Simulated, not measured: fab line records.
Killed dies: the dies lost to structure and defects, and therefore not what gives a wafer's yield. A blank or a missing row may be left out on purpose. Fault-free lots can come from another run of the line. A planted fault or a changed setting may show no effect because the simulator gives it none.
Chamber matching	flow sky130	SKY_CONTACT_CMP_04 on cmp-02: 4 sister chambers
The step polishes SiO2. 4 wafers are shown with their chamber, then 9 later ones without.

== EACH WAFER AND ITS CHAMBER ==
wafer	chamber	motor current A (A)
L878.5	0	11.0
L879.1	3	12.5
L879.2	2	10.2
L879.4	1	11.7

== WAFERS MISSING THEIR CHAMBER ==
wafer	motor current A (A)
L880.1	10.8
L880.3	11.4
L880.6	11.2
L883.4	10.8
L883.5	11.1
L883.6	10.9
L882.1	11.4
L882.5	11.0
L882.6	11.2

== CHAMBER TAKEN BY EACH ==
wafer	from the rows above	in truth
L880.1	0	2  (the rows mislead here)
L880.3	can't be placed: 1 or 0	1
L880.6	can't be placed: 0 or 1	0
L883.4	0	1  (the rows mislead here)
L883.5	0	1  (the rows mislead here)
L883.6	0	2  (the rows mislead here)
L882.1	can't be placed: 1 or 0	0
L882.5	0	0
L882.6	can't be placed: 0 or 1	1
Placed correctly: 1 of 9. From these rows, 4 cannot be placed; in 4 the true chamber is one of the candidates. Wrongly placed: 4.
How it was worked out, from the rows above alone: a wafer's distance from a chamber is the root of the sum, over the readings, of the square of ((its reading less the chamber's mean) divided by the reading's scatter). The wafer belongs to the nearest chamber; if the next one is less than 2 further off, it can't be placed. A chamber's mean is the mean of its shown wafers. The scatter: root of mean squared gap, hidden wafer to nearest shown wafer, with one shown wafer a chamber.
